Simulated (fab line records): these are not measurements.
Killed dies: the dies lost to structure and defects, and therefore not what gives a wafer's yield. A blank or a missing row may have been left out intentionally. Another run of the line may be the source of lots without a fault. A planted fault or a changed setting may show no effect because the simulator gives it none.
Which tool is to blame?	flow sky130	36 wafers from 12 lots sampled at 5 of the route's 708 steps

== WHAT EACH GAUGE READ, for each wafer ==
SKY_SPACER_THK_MEAS_01. Usual: for SPACER_CVD_00_THK the level is 43.2 nm and the standard deviation is 0.53.
lot	measured	on	SPACER_CVD_00_THK (nm)	flag
L361	day 23 13:12	film-metro-01	43.3 43.0 43.2	
L362	day 23 16:32	film-metro-01	42.5 42.2 42.5	
L364	day 24 20:40	film-metro-02	43.1 43.4 43.3	
L366	day 25 15:28	film-metro-04	43.0 43.3 43.6	
L367	day 25 19:28	film-metro-01	43.3 43.0 42.5	
L369	day 26 19:49	film-metro-02	42.9 43.1 43.4	
L371	day 27 08:07	film-metro-02	44.0 43.8 43.8	
L374	day 28 12:16	film-metro-01	43.7 43.7 43.7	
L376	day 29 08:30	film-metro-04	42.9 43.3 43.1	
L379	day 29 19:05	film-metro-01	43.5 43.7 43.5	
L378	day 29 22:27	film-metro-02	43.7 44.1 44.2	
L381	day 30 13:13	film-metro-02	44.0 43.8 43.7	

SKY_LI_CONTACT_OVL_MEAS_13. Usual: for LI_CONTACT_OVL the level is -4 nm and the standard deviation is 5.7.
lot	measured	on	LI_CONTACT_OVL (nm)	flag
L361	day 29 14:32	overlay-02	-1 1 -7	
L362	day 29 18:38	overlay-02	-1 -1 -4	
L364	day 30 21:20	overlay-01	-14 -2 -3	
L366	day 31 14:56	overlay-01	8 6 11	
L367	day 31 18:59	overlay-02	4 1 -2	
L369	day 32 16:44	overlay-02	1 -1 0	
L371	day 33 05:05	overlay-02	-3 -1 0	
L374	day 34 07:31	overlay-02	-8 0 -2	
L376	day 35 00:50	overlay-02	-13 -8 -3	
L379	day 35 12:17	overlay-02	5 2 1	
L378	day 35 15:11	overlay-01	2 0 1	
L381	day 36 06:32	overlay-02	-14 -20 -15	

SKY_VIA1_THK_MEAS_01. Usual: for VIA1_HDPCVD_THK the level is 1027 nm and the standard deviation is 11.
lot	measured	on	VIA1_HDPCVD_THK (nm)	flag
L361	day 33 05:48	film-metro-04	1014 1008 1010	
L362	day 33 10:50	film-metro-03	1034 1038 1030	
L364	day 34 12:07	film-metro-04	1011 1034 1014	
L366	day 35 05:14	film-metro-03	1021 1017 1014	
L367	day 35 10:11	film-metro-04	1057 1049 1046	
L369	day 36 05:33	film-metro-04	1020 1031 1004	
L371	day 36 17:34	film-metro-03	1041 1026 1028	
L374	day 37 19:24	film-metro-02	1002 1020 1027	
L376	day 38 11:39	film-metro-04	1032 1009 1023	
L379	day 38 22:37	film-metro-03	1019 1014 1026	
L378	day 39 01:46	film-metro-04	1035 507 511	OFF
L381	day 39 13:41	film-metro-03	1039 510 504	OFF

== EACH LOT AND THE TOOL THAT RAN IT (in order: tool; ch and the chambers of the sampled wafers; start) ==
lot	SKY_LI_CONTACT_ETCH_15	SKY_VIA1_HDPCVD_00
L361	rie-diel-04 ch 0,1,2, day 29 14:37	hdpcvd-01 ch 0,2, day 33 05:41
L362	rie-diel-01 ch 0,3, day 29 18:43	hdpcvd-02 ch 0,1,2, day 33 10:43
L364	rie-diel-03 ch 1,2,3, day 30 21:25	hdpcvd-01 ch 0,2, day 34 11:56
L366	rie-diel-01 ch 0,2, day 31 15:01	hdpcvd-02 ch 0,1, day 35 05:06
L367	rie-diel-04 ch 0,2,3, day 31 19:04	hdpcvd-01 ch 0,1,2, day 35 10:04
L369	rie-diel-03 ch 0,2,3, day 32 16:49	hdpcvd-01 ch 0,1,2, day 36 05:26
L371	rie-diel-04 ch 0,1,2, day 33 05:10	hdpcvd-02 ch 0,2, day 36 17:26
L374	rie-diel-04 ch 1,2, day 34 07:35	hdpcvd-01 ch 0,1, day 37 19:17
L376	rie-diel-04 ch 0,1,3, day 35 00:55	hdpcvd-01 ch 0,1,2, day 38 11:32
L379	rie-diel-03 ch 2,3, day 35 12:22	hdpcvd-02 ch 0,1, day 38 22:30
L378	rie-diel-03 ch 1,2, day 35 15:16	hdpcvd-01 ch 0,1, day 39 01:38
L381	rie-diel-01 ch 0,1,2, day 36 06:37	hdpcvd-01 ch 0,2, day 39 13:35
- SKY_LI_CONTACT_ETCH_15: etches PSG in C4F8/O2/Ar, stops on Si, target depth 600 nm.
- SKY_VIA1_HDPCVD_00: deposits SiO2, target thk 1030 nm, time 171.7 s.

== AS READ BY THE TOOLS THEMSELVES (means over the sampled wafers that have a number; for cases with no such wafer, the mark the record gives instead) ==
SKY_LI_CONTACT_ETCH_15. Usual: chamber-pressure-mTorr 40.00 mTorr, standard deviation 0.039; oes-product-au 0.837 a.u., standard deviation 0.0045; rf-fwd-power-W 1493 W, standard deviation 4.7.
lot	tool	chamber-pressure-mTorr (mTorr)	oes-product-au (a.u.)	rf-fwd-power-W (W)	flag
L361	rie-diel-04	40.02	0.831	1492	
L362	rie-diel-01	40.00	0.836	1489	
L364	rie-diel-03	39.98	0.837	1494	
L366	rie-diel-01	39.96	0.835	1493	
L367	rie-diel-04	40.01	0.843	1495	
L369	rie-diel-03	40.00	0.837	1496	
L371	rie-diel-04	39.98	0.837	1494	
L374	rie-diel-04	39.98	0.839	1486	
L376	rie-diel-04	39.99	0.834	1493	
L379	rie-diel-03	40.01	0.832	1491	
L378	rie-diel-03	40.02	0.838	1491	
L381	rie-diel-01	39.99	0.836	1491	

SKY_VIA1_HDPCVD_00. Usual: 59.95 sccm for sih4-flow-sccm, sd 0.19.
lot	tool	sih4-flow-sccm (sccm)	flag
L361	hdpcvd-01	59.99	
L362	hdpcvd-02	59.99	
L364	hdpcvd-01	59.98	
L366	hdpcvd-02	59.93	
L367	hdpcvd-01	60.12	
L369	hdpcvd-01	59.98	
L371	hdpcvd-02	59.85	
L374	hdpcvd-01	60.35	
L376	hdpcvd-01	59.99	
L379	hdpcvd-02	59.85	
L378	hdpcvd-01	40.01	OFF
L381	hdpcvd-01	40.03	OFF

== THE ANSWER, worked out from the rows above alone ==
Rule: a lot counts as off when the mean over its wafers that have a number is more than 3 standard deviations away from the usual mean. A lot without any number at a reading at which 4 lots or more have one is off too. All remaining lots with rows at the step are treated as sound. First the gauges in route order, then the tools' own readings, where a lot's mean is used as printed above. The first step at which some lot is off is used, and at that step the reading that is off furthest; a lot without a number counts as furthest.
Off: at SKY_VIA1_THK_MEAS_01 (VIA1_HDPCVD_THK), L378, L381.
If a tool, at a process step before that reading, ran all the lots that are off and no sound lot after the first of them, it fits. The gauges at SKY_VIA1_THK_MEAS_01 aren't tried: what is off there is off at SKY_VIA1_HDPCVD_00 too, on other tools, and a gauge's error can't cause that. One fits: SKY_VIA1_HDPCVD_00 on hdpcvd-01. Its last sound lot is L376 (day 38 11:32), its first lot that is off L378 (day 39 01:38): a fault that began between those two fits.
On the lots that are off, the tool's own readings at SKY_VIA1_HDPCVD_00 differ by more than 5 times the standard deviation of the sound lots' means, which bears it out; sih4-flow-sccm reads 40.02 sccm there versus 60.00 sccm on the sound lots.

== WHAT THE SIMULATOR HAD PUT IN ==
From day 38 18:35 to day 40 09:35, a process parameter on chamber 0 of hdpcvd-01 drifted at SKY_VIA1_HDPCVD_00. The setting sih4-flow-sccm was moved by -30, starting from 60. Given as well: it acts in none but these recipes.
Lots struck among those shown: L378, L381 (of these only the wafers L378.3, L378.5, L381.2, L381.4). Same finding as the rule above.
